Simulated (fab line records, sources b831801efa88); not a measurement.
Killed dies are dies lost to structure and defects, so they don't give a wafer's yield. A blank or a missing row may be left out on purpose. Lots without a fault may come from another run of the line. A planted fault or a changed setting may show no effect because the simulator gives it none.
Which tool did it? | flow sky130 | 13 lots, 39 wafers sampled, at 2 steps of a route of 708

WHAT THE GAUGES READ, wafer by wafer
SKY_METAL5_RS_MEAS_05: measures by four-point-probe. Usual: METAL5_ALCU_RS 0.0271 ohm/sq, standard deviation 0.00034.
lot  | measured     | on            | METAL5_ALCU_RS (ohm/sq) | flag
L592 | day 43 03:52 | film_metro-02 | 0.0269 0.0267 0.0265    |
L593 | day 43 12:41 | film_metro-02 | 0.0271 0.0268 0.0268    |
L594 | day 43 21:47 | film_metro-02 | 0.0269 0.0267 0.0268    |
L595 | day 44 09:00 | film_metro-03 | 0.0271 0.0269 0.0272    |
L596 | day 44 11:35 | film_metro-02 | 0.0273 0.0275 0.0274    |
L597 | day 44 18:05 | film_metro-04 | 0.0271 0.0275 0.0271    |
L598 | day 45 01:32 | film_metro-04 | 0.0271 0.0273 0.0274    |
L599 | day 45 07:10 | film_metro-03 | 0.0272 0.0267 0.0273    |
L603 | day 46 12:46 | film_metro-02 | 0.0270 0.0274 0.0269    |
L605 | day 47 05:19 | film_metro-04 | 0.0277 0.0271 0.0276    |
L607 | day 47 05:52 | film_metro-03 | 0.0275 0.0276 0.0273    |
L613 | day 48 18:01 | film_metro-03 | 0.0269 0.0273 0.0270    |
L614 | day 48 18:19 | film_metro-04 | 0.0265 0.0267 0.0270    |

WHICH TOOL RAN EACH LOT (tool, then ch and the chambers of the sampled wafers, then the start)
lot  | SKY_CONTACT_CMP_04
L592 | cmp-02 ch 0,1,3, day 30 15:36
L593 | cmp-02 ch 1,3, day 30 23:31
L594 | cmp-02 ch 1,2, day 31 16:02
L595 | cmp-02 ch 0,1, day 32 07:31
L596 | cmp-02 ch 1,2, day 32 08:04
L597 | cmp-02 ch 1,2,3, day 32 15:23
L598 | cmp-02 ch 1,2, day 32 23:40
L599 | cmp-02 ch 0,1,2, day 33 06:59
L603 | cmp-02 ch 0,1,2, day 34 22:55
L605 | cmp-02 ch 0,1,3, day 35 16:02
L607 | cmp-01 ch 1,2,3, day 35 17:30
L613 | cmp-01 ch 0,1,3, day 37 13:39
L614 | cmp-01 ch 1,3, day 37 16:30
- SKY_CONTACT_CMP_04: polishes SiO2.

WHAT THE TOOLS THEMSELVES READ (means of the sampled wafers that have a number; where no wafer has one, the mark that the record gives instead)
SKY_CONTACT_CMP_04. Usual: motor_current_A 12.3 A, standard deviation 0.96; retaining_ring_pressure_frac 1.000, standard deviation 0.0052; time_to_endpoint_s 84 s, standard deviation 4.3.
lot  | tool   | motor_current_A (A) | retaining_ring_pressure_frac | time_to_endpoint_s (s) | flag
L592 | cmp-02 | 12.3                | 1.000                        | 79                     |
L593 | cmp-02 | 12.3                | 1.003                        | 83                     |
L594 | cmp-02 | 13.0                | 0.995                        | 81                     |
L595 | cmp-02 | 13.0                | 1.003                        | 84                     |
L596 | cmp-02 | 13.0                | 1.002                        | 87                     |
L597 | cmp-02 | 13.0                | 1.007                        | 85                     |
L598 | cmp-02 | 12.8                | 0.995                        | 85                     |
L599 | cmp-02 | 12.8                | 0.999                        | 88                     |
L603 | cmp-02 | 12.8                | 0.996                        | 87                     |
L605 | cmp-02 | 12.2                | 0.996                        | 86                     |
L607 | cmp-01 | 11.8                | 0.999                        | 87                     |
L613 | cmp-01 | 12.3                | 1.003                        | 85                     |
L614 | cmp-01 | 13.4                | 1.001                        | 90                     |

THE ANSWER, worked out from the rows above alone
Rule: a lot is off if the mean of its wafers that have a number lies more than 3 standard deviations from the usual mean. A lot without any number at a reading at which 4 lots or more have one is off too. The other lots that the step has rows for count as sound. The gauges are gone through in route order, then the tools' own readings, and for those a lot's mean is taken as printed above. The first step at which some lot is off is used, and at that step the reading that is off furthest; a lot without a number counts as furthest.
No lot is off at any reading shown: from this, nothing can be told.

WHAT THE SIMULATOR HAD PUT IN
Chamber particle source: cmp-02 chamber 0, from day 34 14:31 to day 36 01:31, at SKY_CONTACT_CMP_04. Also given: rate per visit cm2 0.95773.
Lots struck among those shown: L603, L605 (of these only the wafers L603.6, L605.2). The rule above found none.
